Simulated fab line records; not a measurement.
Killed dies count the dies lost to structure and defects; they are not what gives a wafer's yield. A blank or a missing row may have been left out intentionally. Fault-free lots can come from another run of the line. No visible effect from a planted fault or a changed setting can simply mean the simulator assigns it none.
A lot that was struck, set against a sound lot | flow sky130 | 14 out of 708 route steps
Sound: these wafers, L525.2, L525.4, L525.5. The struck wafers were L529.2, L529.4, L529.5. The cause comes at the end.
Order at every step that has rows: each side's tool, ch and its chambers, its first start. Under that, the readings that differ: sound wafers | struck wafers | difference of the means | sigmas: that difference in standard deviations of wafers without a fault.
alike: words and numbers the same on both sides, and readings whose means are apart by under 2 such deviations; not compared: readings that were withheld, readings missing a value for some wafer, numbers with overlapping values and no deviation given by the record, and bounds like >300 which may hide the same value.
A row with sigmas, a row that says differs or no value, or rows on one side alone: a step with any of these is where the two part. When numbers do not overlap yet have no deviation, they are printed without sigmas and do not part them. A reading that every wafer of one side lacks parts them only if that side has two wafers or more.

first, 1 step without rows for these wafers: SKY_POLY_GATE_IMPLANT_02.
SKY_RES_PROTECT_STRIP_07: strips in O2/N2.
  sound on plasma-asher-03 ch 1, day 17 00:13; struck on plasma-asher-02 ch 1, day 18 10:22
  reading                     | sound       | struck      | difference | sigmas
  drypump-motor-current-A (A) | 6.3 6.3 6.3 | 4.9 4.9 4.9 | -1.4       | -2
  alike: n2-flow-sccm, oes-product-au, strip-time-to-endpoint-s
  not compared: rf-hours-counter-h
SKY_RES_PROTECT_TW_MEAS_08:
  struck on film-metro-02, day 18 10:28; sound on film-metro-03, day 17 00:19
  alike: POLY_GATE_TW
then, 2 steps without rows for these wafers: SKY_RES_PROTECT_CLEAN_09 (cleans in SC1/SC2, time 150 s); SKY_POLY_GATE_CVD_03 (deposits Si3N4 from DCS/NH3, target thk 75 nm, time 1290 s).
SKY_POLY_GATE_THK_MEAS_04:
  struck on film-metro-01, day 18 12:18; sound on film-metro-01, day 17 04:00
  reading                   | sound          | struck         | difference | sigmas
  POLY_GATE_CVD_03_THK (nm) | 76.8 76.8 76.5 | 74.7 74.9 75.0 | -1.8       | -3
then, 6 steps without rows for these wafers: SKY_POLY_GATE_DEHYDRATE_05 (time 60 s); SKY_POLY_GATE_HMDS_06 (prime time 60 s); SKY_POLY_GATE_COAT_07 (resist thk 110 nm); SKY_POLY_GATE_COAT_08 (resist thk 450 nm); SKY_POLY_GATE_SOFTBAKE_09 (time 90 s); SKY_POLY_GATE_EXPOSE_10 (exposes mask P1M, target cd 150 nm).
SKY_POLY_GATE_PEB_11:
  sound on litho-track-01 ch 0, day 18 09:00; struck on litho-track-01, day 19 18:00
  reading         | sound          | struck | difference                    | sigmas
  exhaust-pa (Pa) | 46.7 44.3 44.2 | - - -  | no value on the struck wafers |
  not compared: chill-plate-temp-C
then, 1 step without rows for these wafers: SKY_POLY_GATE_DEVELOP_12 (develop time 60 s).

== WHERE THEY PART ==
Last at SKY_POLY_GATE_PEB_11 as far as this record goes, first at SKY_RES_PROTECT_STRIP_07.

WHY: whatever the simulator had introduced
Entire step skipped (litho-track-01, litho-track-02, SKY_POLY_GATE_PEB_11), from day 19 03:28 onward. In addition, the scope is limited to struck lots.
